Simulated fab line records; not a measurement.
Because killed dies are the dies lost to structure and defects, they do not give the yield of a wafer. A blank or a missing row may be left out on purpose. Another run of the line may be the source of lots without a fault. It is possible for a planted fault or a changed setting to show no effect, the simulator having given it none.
Matching of chambers    flow sky130    cmp-01 running SKY_VIA4_CMP_02: 4 sister chambers
The step polishes SiO2. 14 wafers are shown with their chamber, then 7 later ones without.

EACH WAFER AND ITS CHAMBER
wafer   chamber  motor current A (A)  platen rpm (rpm)
L925.3  1        14.7                 60.00
L925.4  0        13.7                 60.00
L925.5  1        14.8                 60.00
L926.2  2        12.2                 60.04
L926.3  3        10.8                 60.01
L926.5  2        11.9                 60.09
L928.2  2        12.9                 59.99
L928.5  2        12.7                 60.05
L928.6  3        10.7                 59.94
L930.1  3        11.3                 60.05
L930.2  2        12.5                 59.96
L930.4  1        14.9                 60.02
L940.1  3        10.9                 59.94
L940.2  0        12.5                 59.97

SIGNATURES, as means of the wafers listed above
reading          chamber 0  chamber 1  chamber 2  chamber 3  scatter within a chamber
motor current A  13.100     14.800     12.440     10.925     0.397
platen rpm       59.9850    60.0067    60.0260    59.9850    0.0449
Rule: a wafer's distance from a chamber is the root of the sum, over the readings, of the square of ((its reading less the chamber's mean) divided by the reading's scatter). If the next closest chamber is less than 2 further off than the closest, the wafer can't be placed; otherwise it belongs to the closest. The scatter: take each reading less its chamber's mean, square it, sum over the shown wafers, divide by the number of wafers less the number of chambers, and take the root.

WAFERS WITHOUT THEIR CHAMBER
wafer   motor current A (A)  platen rpm (rpm)
L940.3  12.2                 59.97
L948.1  14.2                 60.05
L948.2  12.9                 60.02
L948.6  13.6                 60.02
L946.2  13.0                 60.01
L946.3  10.7                 59.96
L946.4  14.2                 60.10

CHAMBER TAKEN BY EACH
wafer   from the rows above           in truth
L940.3  can't be placed: 2 or 0 or 3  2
L948.1  can't be placed: 1 or 0       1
L948.2  can't be placed: 0 or 2       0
L948.6  can't be placed: 0 or 2 or 1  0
L946.2  can't be placed: 0 or 2       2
L946.3  3                             3
L946.4  can't be placed: 1 or 0       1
Correctly placed: 1 of 7. These rows do not allow placing 6 (true chamber among the candidates in 6). Number placed wrongly: 0.
